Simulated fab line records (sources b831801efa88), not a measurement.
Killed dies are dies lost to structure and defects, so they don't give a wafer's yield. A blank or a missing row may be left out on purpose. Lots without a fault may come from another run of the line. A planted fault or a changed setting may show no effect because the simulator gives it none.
Which tool is to blame? -- flow sky130 -- 12 lots with 34 wafers sampled at 2 steps, on a route of 708 steps

== WHAT THE GAUGES READ, wafer by wafer ==
SKY_VT_ADJUST_NCORE_CD_MEAS_07: the cd target is 380 nm.
lot,measured,on,cd nm (nm)
L407,day 10 06:08,cd sem-01,375.5 375.3 376.0
L408,day 10 10:01,cd sem-01,385.6 382.4 383.5
L409,day 10 20:05,cd sem-01,382.0 380.4
L410,day 10 21:01,cd sem-02,378.6 382.8 381.2
L411,day 11 06:50,cd sem-02,381.6 384.1 381.9
L412,day 11 14:14,cd sem-02,385.2 382.4
L420,day 14 01:25,cd sem-02,377.8 379.8 380.6
L421,day 14 09:29,cd sem-01,377.2 376.7 375.1
L422,day 14 17:23,cd sem-02,385.7 382.2 384.3
L424,day 15 00:25,cd sem-01,379.3 381.2 381.5
L425,day 15 06:20,cd sem-01,382.1 381.8 381.6
L426,day 15 11:23,cd sem-02,378.6 379.0 379.5

SKY_SONOS_ONO_THK_MEAS_01.
lot,measured,on,SONOS_ONO_OXIDATION_THK (nm)
L407,day 13 09:24,film metro-04,2.52 2.50 2.46
L408,day 13 16:11,film metro-03,2.49 2.53 2.55
L409,day 14 01:32,film metro-03,2.59 2.56
L410,day 14 02:29,film metro-01,2.51 2.48 2.44
L411,day 14 14:17,film metro-03,2.62 2.58 2.66
L412,day 14 22:16,film metro-03,2.56 2.61
L420,day 17 15:59,film metro-01,2.59 2.65 2.55
L421,day 18 01:49,film metro-04,2.65 2.61 2.59
L422,day 18 13:31,film metro-03,2.61 2.56 2.58
L424,day 18 18:49,film metro-03,2.66 2.63 2.62
L425,day 19 01:20,film metro-01,2.61 2.61 2.63
L426,day 19 07:25,film metro-04,2.51 2.57 2.58

== TOOL THAT RAN EACH LOT (tool first, then ch and the chambers of the sampled wafers, then the start) ==
Record: no process step prior to these readings.

== AS READ BY THE TOOLS THEMSELVES (means over the sampled wafers that have a number; for cases with no such wafer, the mark the record gives instead) ==
The record holds no such reading with a usual standard deviation.

== THE ANSWER, worked out from the rows above alone ==
Rule: usual is defined by the lots themselves. The widest of any qualifying gaps counts: lots, ordered by their means at a reading, are off when they make up no more than a third of the lots, leave a main group of 4 or more, and stand apart from it by 3 or more times the standard deviation of that group's means. A main group is skipped when, at the precision printed for the reading in the tables above, its means are all equal. A lot without any number at a reading at which 4 lots or more have one is off too. All remaining lots with rows at the step are treated as sound. The gauges are gone through in route order, then the tools' own readings, and for those a lot's mean is taken as printed above. At the first step where some lot is off, the reading lying furthest off is the one used; lots without a number count as furthest.
Across all readings shown, no lot is off: no conclusion can be drawn from this.

== WHAT THE SIMULATOR PUT IN ==
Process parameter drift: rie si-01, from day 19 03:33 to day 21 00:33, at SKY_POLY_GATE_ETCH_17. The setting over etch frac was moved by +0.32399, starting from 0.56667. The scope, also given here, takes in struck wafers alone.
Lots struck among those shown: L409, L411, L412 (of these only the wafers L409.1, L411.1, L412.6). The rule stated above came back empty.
